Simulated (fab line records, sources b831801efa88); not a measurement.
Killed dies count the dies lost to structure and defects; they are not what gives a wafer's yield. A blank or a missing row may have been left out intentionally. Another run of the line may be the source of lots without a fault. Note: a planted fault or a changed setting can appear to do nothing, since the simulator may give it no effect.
A struck lot beside a sound one	flow sky130	15 steps out of a route of 708
Sound: these wafers, L545.1, L545.5, L545.6. The struck wafers were L550.1, L550.4, L550.6. The cause is named last.
Per side, at each step with rows, come the tool, then ch with its chambers, and then its first start. Under that, the readings that differ: sound wafers	struck wafers	difference of the means	sigmas: that difference in standard deviations of wafers without a fault.
alike: readings with means less than 2 such deviations apart, plus words and numbers identical on both sides. not compared: withheld readings, readings lacking a value on some wafer, bounds such as >300 that could conceal the same value, and numbers that have no deviation in the record and whose values overlap.
A row with sigmas, a row that says differs or no value, or rows on one side alone: a step with any of these is where the two part. When numbers do not overlap yet have no deviation, they are printed without sigmas and do not part them. A reading that every wafer of one side lacks parts them only if that side has two wafers or more.

first, 1 step without rows for these wafers: SKY_POLY_GATE_OXIDATION_20 (stabilise 600 s, purge 300 s, target thk 4 nm).
SKY_POLY_GATE_THK_MEAS_21:
  sound on filmMetro-01, day 21 03:59; struck on filmMetro-04, day 22 19:47
  alike: POLY_GATE_OXIDATION_THK
SKY_POLY_GATE_CD_MEAS_22:
  sound on cdSem-02, day 21 04:02; struck on cdSem-01, day 22 19:51
  alike: cdNm
then, 7 steps without rows for these wafers: SKY_LDD_N_DEHYDRATE_00 (time 60 s); SKY_LDD_N_HMDS_01 (prime time 60 s); SKY_LDD_N_COAT_02 (resist thk 300 nm); SKY_LDD_N_SOFTBAKE_03 (time 57.87 s); SKY_LDD_N_EXPOSE_04 (exposes mask NTM, target cd 840 nm); SKY_LDD_N_PEB_05; SKY_LDD_N_DEVELOP_06 (develop time 60 s).
SKY_LDD_N_OVL_MEAS_07:
  sound on overlay-01, day 22 10:32; struck on overlay-01, day 24 02:14
  alike: LDD_N_OVL
following that, these wafers have no rows for 1 step: SKY_LDD_N_IMPLANT_08.
SKY_LDD_N_IMPLANT_09:
  sound on implanter-02 ch 0, day 22 10:43; struck on implanter-02 ch 0, day 24 02:25
reading	sound	struck	difference	sigmas
beamEnergyKeV	19.989 20.004 19.994	20.843 20.840 20.851	+0.849	+99 or more
model.implant.rpNm (nm)	15.9 15.9 15.9	16.41 16.41 16.41	+0.51	
model.implant.drpNm (nm)	7.212 7.212 7.212	7.423 7.423 7.423	+0.211	
  alike: beamOnS
following that, these wafers have no rows for 1 step: SKY_LDD_N_IMPLANT_10.
-- record jumps: 26 days separate the struck wafers' starts on either side; left off in module LDD_N, taken up again in module PAD_OPEN, whose first shown step is the route's number 708 --
SKY_PAD_OPEN_PROBE_99:
  sound on prober-01, day 48 17:25; struck on prober-01, day 50 00:02
  alike: killed_at_M0_to_M3, killed_at_M4_up, killedAtContacts, killedAtFrontEnd, killedAtOther, killedDies, killedOpen, killedShort

WHERE THEY PART
Only at SKY_LDD_N_IMPLANT_09, within this record. Later steps at which nothing parts them and some readings are alike: SKY_PAD_OPEN_PROBE_99.

WHY: what the simulator had put in
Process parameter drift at SKY_LDD_N_IMPLANT_09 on implanter-02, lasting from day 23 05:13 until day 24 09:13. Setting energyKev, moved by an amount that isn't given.
